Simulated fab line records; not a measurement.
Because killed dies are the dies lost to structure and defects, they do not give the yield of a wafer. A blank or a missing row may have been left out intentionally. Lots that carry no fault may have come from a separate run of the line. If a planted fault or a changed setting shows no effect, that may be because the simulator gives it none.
Which of the tools did it? / flow gf180mcu / at 1 step of a route of 602, 7 lots with 21 wafers sampled

WHAT THE GAUGES SHOWED, per wafer
GF_V2_THK_MEAS_25: measures by xrf.
lot=L995; measured=day 21 02:54; on=film-metro-02; V2_W_THK (nm)=371 381 376
lot=L996; measured=day 21 07:44; on=film-metro-04; V2_W_THK (nm)=373 372 377
lot=L997; measured=day 22 08:11; on=film-metro-02; V2_W_THK (nm)=372 367 370
lot=L100; measured=day 23 02:34; on=film-metro-04; V2_W_THK (nm)=375 372 368
lot=L102; measured=day 24 02:04; on=film-metro-02; V2_W_THK (nm)=376 371 371
lot=L108; measured=day 25 16:59; on=film-metro-04; V2_W_THK (nm)=382 377 377
lot=L114; measured=day 27 13:10; on=film-metro-04; V2_W_THK (nm)=370 372 374

WHICH TOOL RAN EACH LOT (tool, then ch and the chambers of the sampled wafers, then the start)
The record shows no process step preceding these readings.

THE ANSWER, worked out from the rows above alone
Rule: what is usual is taken from the lots themselves. The widest of any qualifying gaps counts: lots, ordered by their means at a reading, are off when they make up no more than a third of the lots, leave a main group of 4 or more, and stand apart from it by 3 or more times the standard deviation of that group's means. A main group whose means are all the same, to the digits that the tables above print for the reading, isn't used. Also off: a lot with no number at a reading for which 4 or more lots have one. The other lots that the step has rows for count as sound.
No lot is off on any of the readings shown, so nothing can be concluded from this.

WHAT THE SIMULATOR PUT IN
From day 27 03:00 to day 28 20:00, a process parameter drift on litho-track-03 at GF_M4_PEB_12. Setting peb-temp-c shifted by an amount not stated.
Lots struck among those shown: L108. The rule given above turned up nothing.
